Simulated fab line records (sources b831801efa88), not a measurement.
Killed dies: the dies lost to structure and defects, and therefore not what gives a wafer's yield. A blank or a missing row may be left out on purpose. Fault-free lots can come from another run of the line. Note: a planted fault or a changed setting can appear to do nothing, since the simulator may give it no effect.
Split-lot study + flow sky130 + on a route of 708 steps: 5 lots, 23 wafers read

THE SPLIT
At SKY_LDD_N_IMPLANT_10, the setting energy_kev was moved away from the recipe's 20 on 10 of the 23 wafers read, by -5.6% to +5.0%. For the rest of the wafers, this setting stayed at what the recipe calls for.

Reading taken at the split's own step.

THE READING
In nm, at SKY_LDD_N_IMPLANT_10: implant.drp_nm, which is the simulator's own figure and was read by no gauge. No usual value for it is given in the file.

| wafer  | tool, chamber at the split | energy_kev as run | against the recipe | implant.drp_nm, nm | against lot-mates on the recipe |
|--------|----------------------------|-------------------|--------------------|--------------------|---------------------------------|
| L075.1 | implanter-03, 0            | 20                | recipe             | 7.212              | -                               |
| L075.3 | implanter-03, 0            | 20                | recipe             | 7.212              | -                               |
| L075.6 | implanter-03, 0            | 20                | recipe             | 7.212              | -                               |
| L075.2 | implanter-03, 0            | 20.67             | +3.4%              | 7.378              | +0.166                          |
| L075.4 | implanter-03, 0            | 20.67             | +3.4%              | 7.378              | +0.166                          |
| L078.1 | implanter-01, 0            | 20                | recipe             | 7.212              | -                               |
| L078.5 | implanter-01, 0            | 20                | recipe             | 7.212              | -                               |
| L078.6 | implanter-01, 0            | 20                | recipe             | 7.212              | -                               |
| L078.3 | implanter-01, 0            | 19.51             | -2.4%              | 7.089              | -0.123                          |
| L078.4 | implanter-01, 0            | 19.51             | -2.4%              | 7.089              | -0.123                          |
| L079.1 | implanter-01, 0            | 21.01             | +5.0%              | 7.463              | +0.251                          |
| L079.2 | implanter-01, 0            | 21.01             | +5.0%              | 7.463              | +0.251                          |
| L079.4 | implanter-01, 0            | 21.01             | +5.0%              | 7.463              | +0.251                          |
| L079.3 | implanter-01, 0            | 20                | recipe             | 7.212              | -                               |
| L079.5 | implanter-01, 0            | 20                | recipe             | 7.212              | -                               |
| L080.1 | implanter-04, 0            | 20                | recipe             | 7.212              | -                               |
| L080.4 | implanter-04, 0            | 20                | recipe             | 7.212              | -                               |
| L080.5 | implanter-04, 0            | 20                | recipe             | 7.212              | -                               |
| L081.1 | implanter-01, 0            | 18.88             | -5.6%              | 6.93               | -0.282                          |
| L081.5 | implanter-01, 0            | 18.88             | -5.6%              | 6.93               | -0.282                          |
| L081.6 | implanter-01, 0            | 18.88             | -5.6%              | 6.93               | -0.282                          |
| L081.2 | implanter-01, 0            | 20                | recipe             | 7.212              | -                               |
| L081.4 | implanter-01, 0            | 20                | recipe             | 7.212              | -                               |

FIT RESULTS
A straight line over all 23 wafers: implant.drp_nm changes by +0.05 nm for each +1% of energy_kev; r = +1.00; the points scatter about the line by 0.00083 nm.
The same after taking each lot's own level away (the mean of its wafers on the recipe; 23 wafers): +0.05 nm for each +1%; r = +1.00; scatter 0.00083 nm.
On that fit, the largest move of energy_kev shifts the reading by 0.28 nm.
The lots' own levels span 7.2120 to 7.2120 nm.
So the lot-to-lot level changes the slope little: the two slopes agree.
Check: -0.28 nm against its lot-mates is what the line predicts for one of the wafers moved furthest among these (-5.6%) when that wafer is left out of the fit. Against them it came out at -0.282 nm.

THE OTHER SPLITS THESE WAFERS WENT THROUGH
Before the reading, these wafers also passed through other splits. Each is held against what the fit with the lots' levels taken away leaves over:
| other split on the same wafers        | wafers away from the commonest value | r with implant.drp_nm (lot level and that fit taken away) |
|---------------------------------------|--------------------------------------|-----------------------------------------------------------|
| SKY_GATE_OXIDE_IMPLANT_11 dose_cm2    | 9                                    | -0.02                                                     |
| SKY_RES_PROTECT_COAT_02 resist_thk_nm | 9                                    | +0.23                                                     |
| SKY_POLY_GATE_COAT_08 resist_thk_nm   | 6                                    | -0.16                                                     |
| SKY_POLY_GATE_ETCH_17 time_s          | 6                                    | +0.13                                                     |
| SKY_LDD_N_COAT_02 spin_rpm            | 6                                    | -0.09                                                     |

THE WHOLE CHAIN: every reading that the file lists as answering this split, in the file's order
| step                 | what it does | reading                                                         | change (the file's fit)               | r (the file's) |
|----------------------|--------------|-----------------------------------------------------------------|---------------------------------------|----------------|
| SKY_LDD_N_IMPLANT_10 |              | implant.rp_nm (the simulator's own value, which no gauge read)  | +0.115 nm for each +1% of the setting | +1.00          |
| SKY_LDD_N_IMPLANT_10 |              | implant.drp_nm (the simulator's own value, which no gauge read) | +0.05 nm for each +1% of the setting  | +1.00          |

THE FILE'S OWN FIT
implant.drp_nm changes by +0.05 nm for each +1% of energy_kev, r = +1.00.
